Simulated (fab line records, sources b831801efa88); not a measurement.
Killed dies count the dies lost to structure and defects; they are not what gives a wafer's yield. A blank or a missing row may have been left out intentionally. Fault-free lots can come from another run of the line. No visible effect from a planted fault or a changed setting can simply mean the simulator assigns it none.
Which of the tools did it? :: flow sky130 :: Sampling: 13 lots, 39 wafers, 2 of 708 route steps

WHAT THE GAUGES SHOWED, per wafer
SKY_POLY_GATE_CD_MEAS_13: the cd target is 150 nm. Usual: cd-nm 149.8 nm, standard deviation 1.3.
lot: L134
measured: day 16 21:05
on: cd-sem-01
cd-nm (nm): 149.6 150.2 149.0
flag: 

lot: L137
measured: day 17 23:35
on: cd-sem-02
cd-nm (nm): 149.9 150.9 150.6
flag: 

lot: L138
measured: day 18 17:41
on: cd-sem-02
cd-nm (nm): 152.2 150.8 151.2
flag: 

lot: L139
measured: day 19 03:51
on: cd-sem-02
cd-nm (nm): 149.8 149.7 149.8
flag: 

lot: L141
measured: day 19 13:25
on: cd-sem-01
cd-nm (nm): 150.0 149.9 149.7
flag: 

lot: L142
measured: day 19 22:01
on: cd-sem-01
cd-nm (nm): 148.9 148.9 147.8
flag: 

lot: L144
measured: day 20 10:16
on: cd-sem-01
cd-nm (nm): 150.6 149.9 152.4
flag: 

lot: L150
measured: day 22 10:17
on: cd-sem-02
cd-nm (nm): 151.9 151.1 151.2
flag: 

lot: L151
measured: day 22 17:39
on: cd-sem-02
cd-nm (nm): 150.2 149.5 150.5
flag: 

lot: L152
measured: day 23 02:19
on: cd-sem-01
cd-nm (nm): 150.0 150.1 149.5
flag: 

lot: L154
measured: day 23 15:47
on: cd-sem-02
cd-nm (nm): 149.4 149.2 149.7
flag: 

lot: L155
measured: day 23 21:07
on: cd-sem-02
cd-nm (nm): 151.2 151.3 152.3
flag: 

lot: L156
measured: day 24 09:11
on: cd-sem-02
cd-nm (nm): 150.3 149.7 149.1
flag: 

SKY_SPACER_THK_MEAS_01. Usual: SPACER_CVD_00_THK typically reads 43.0 nm, with standard deviation 0.41.
lot: L134
measured: day 23 10:44
on: film-metro-01
SPACER_CVD_00_THK (nm): 43.6 43.7 43.6
flag: 

lot: L137
measured: day 24 12:34
on: film-metro-02
SPACER_CVD_00_THK (nm): 42.3 42.1 42.4
flag: 

lot: L138
measured: day 25 05:50
on: film-metro-03
SPACER_CVD_00_THK (nm): 42.9 43.2 42.9
flag: 

lot: L139
measured: day 25 15:31
on: film-metro-03
SPACER_CVD_00_THK (nm): 43.2 42.9 43.1
flag: 

lot: L141
measured: day 26 00:41
on: film-metro-01
SPACER_CVD_00_THK (nm): 43.5 43.3 43.6
flag: 

lot: L142
measured: day 26 08:49
on: film-metro-02
SPACER_CVD_00_THK (nm): 43.5 43.7 43.7
flag: 

lot: L144
measured: day 26 21:57
on: film-metro-01
SPACER_CVD_00_THK (nm): 43.6 43.6 43.8
flag: 

lot: L150
measured: day 28 20:42
on: film-metro-03
SPACER_CVD_00_THK (nm): 43.0 42.8 42.8
flag: 

lot: L151
measured: day 29 00:08
on: film-metro-03
SPACER_CVD_00_THK (nm): 42.0 42.2 41.9
flag: 

lot: L152
measured: day 29 09:20
on: film-metro-03
SPACER_CVD_00_THK (nm): 42.8 43.0 43.1
flag: 

lot: L154
measured: day 29 22:53
on: film-metro-02
SPACER_CVD_00_THK (nm): 43.3 43.0 43.0
flag: 

lot: L155
measured: day 30 02:16
on: film-metro-01
SPACER_CVD_00_THK (nm): 42.9 43.2 42.9
flag: 

lot: L156
measured: day 30 16:02
on: film-metro-01
SPACER_CVD_00_THK (nm): 42.9 42.9 43.0
flag: 

TOOL THAT RAN EACH LOT (tool first, then ch and the chambers of the sampled wafers, then the start)
No process step before these readings appears in the record.

WHAT THE TOOLS THEMSELVES READ (means of the sampled wafers that have a number; where no wafer has one, the mark that the record gives instead)
The record holds no such reading with a usual standard deviation.

THE ANSWER, worked out from the rows above alone
Rule: a lot counts as off when the mean over its wafers that have a number is more than 3 standard deviations away from the usual mean. Also off: a lot with no number at a reading for which 4 or more lots have one. Where the step has rows for the other lots, those lots are counted as sound. After the gauges, taken in route order, come the tools' own readings; for these a lot's mean is taken, as printed above. At the first step where some lot is off, the reading lying furthest off is the one used; lots without a number count as furthest.
None of the lots is off at any reading shown; this tells nothing.

WHAT THE SIMULATOR HAD PUT IN
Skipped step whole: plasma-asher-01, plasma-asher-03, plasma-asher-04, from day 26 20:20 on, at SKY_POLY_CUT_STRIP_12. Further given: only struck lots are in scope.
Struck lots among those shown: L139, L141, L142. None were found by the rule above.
